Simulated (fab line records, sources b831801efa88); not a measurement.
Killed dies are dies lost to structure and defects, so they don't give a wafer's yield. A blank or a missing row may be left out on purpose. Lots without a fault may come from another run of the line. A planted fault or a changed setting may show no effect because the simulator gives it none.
Chamber matching | flow sky130 | SKY_VIA2_CMP_24 on cmp-01: 4 sister chambers
The step polishes, stops on SiO2, t overpolish 20 s, target thk 0 nm. 4 wafers are shown with their chamber, then 12 later ones without.

WAFERS WITH THEIR CHAMBER
wafer  | chamber | motor_current_A (A)
L089.1 | 2       | 8.2
L090.1 | 3       | 11.7
L090.4 | 1       | 10.4
L090.6 | 0       | 11.3

WAFERS WITHOUT THEIR CHAMBER
wafer  | motor_current_A (A)
L091.2 | 8.3
L091.5 | 11.3
L091.6 | 8.5
L093.3 | 8.3
L093.4 | 11.2
L093.5 | 11.8
L094.1 | 10.5
L094.4 | 8.4
L094.5 | 10.7
L095.2 | 9.0
L095.3 | 11.3
L095.6 | 10.7

WHICH CHAMBER EACH WENT THROUGH
wafer  | from the rows above     | in truth
L091.2 | 2                       | 2
L091.5 | can't be placed: 0 or 3 | 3
L091.6 | 2                       | 2
L093.3 | 2                       | 2
L093.4 | can't be placed: 0 or 3 | 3
L093.5 | can't be placed: 3 or 0 | 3
L094.1 | 1                       | 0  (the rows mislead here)
L094.4 | 2                       | 2
L094.5 | can't be placed: 1 or 0 | 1
L095.2 | 2                       | 2
L095.3 | can't be placed: 0 or 3 | 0
L095.6 | can't be placed: 1 or 0 | 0
Placed correctly: 5 of 12. Can't be placed from these rows: 6 (the true chamber is among the candidates in 6). Placed wrongly: 1.
How it was worked out, from the rows above alone: a wafer's distance from a chamber is the root of the sum, over the readings, of the square of ((its reading less the chamber's mean) divided by the reading's scatter). The wafer belongs to the nearest chamber; if the next one is less than 2 further off, it can't be placed. A chamber's mean is the mean of its shown wafers. The scatter: with one shown wafer a chamber, the root of the mean of the squares of how far each hidden wafer lies from its nearest shown one.
